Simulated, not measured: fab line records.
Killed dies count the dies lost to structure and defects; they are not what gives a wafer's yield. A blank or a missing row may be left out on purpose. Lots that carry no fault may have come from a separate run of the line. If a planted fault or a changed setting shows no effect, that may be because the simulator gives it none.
2 desks looking at one fault | flow sky130 | only its own numbers are on each desk; what lay behind them is given at the end

THE TOOL OWNER'S DESK: plasmaAsher-02
The tool's own readings at SKY_VIA2_STRIP_16 (strips in O2/N2): means of the sampled wafers that have a number, for each lot that ran on this tool. A lot is out of limits, marked OUT, if its mean lies more than 4 standard deviations from the usual mean; the brackets give that distance.
Columns: A = chamberPressureMTorr at SKY_VIA2_STRIP_16, usual 1499.8 mTorr; B = drypumpMotorCurrentA at SKY_VIA2_STRIP_16, usual 5.6 A; C = oesProductAu at SKY_VIA2_STRIP_16, usual 0.398 a.u.; D = stripTimeToEndpointS at SKY_VIA2_STRIP_16, usual 4.03 s
lot  | first seen here | A      | B   | C     | D
L430 | day 37 21:18    | 1499.8 | 5.4 | 0.393 | 4.05
This desk's finding: nothing out of limits on the one lot.

AT THE METROLOGY DESK
What the gauges read, lot by lot, whatever tool the lot ran on: means of the sampled wafers that have a number. A lot is out of limits, marked OUT, if its mean lies more than 4 standard deviations from the usual mean; the brackets give that distance.
Columns: A = cdNm at SKY_VIA2_CD_MEAS_12, usual 199.9 nm; B = VIA2_OVL at SKY_VIA2_OVL_MEAS_13, usual -2 nm
lot  | first seen here | A     | B
L429 | day 37 08:13    | 201.2 | 0
L430 | day 37 21:02    | 198.4 | -2
L440 | day 41 05:10    | 201.0 | 1
L441 | day 41 13:11    | 197.7 | 8
L442 | day 42 02:14    | 201.0 | -3
L447 | day 43 02:37    | 200.5 | -9
This desk's finding: nothing out of limits on any of the 6 lots.

TAKEN TOGETHER
The tool owner's desk saw nothing out of limits.
Nothing out of limits was seen by the metrology desk.

WHAT THE SIMULATOR HAD INSERTED
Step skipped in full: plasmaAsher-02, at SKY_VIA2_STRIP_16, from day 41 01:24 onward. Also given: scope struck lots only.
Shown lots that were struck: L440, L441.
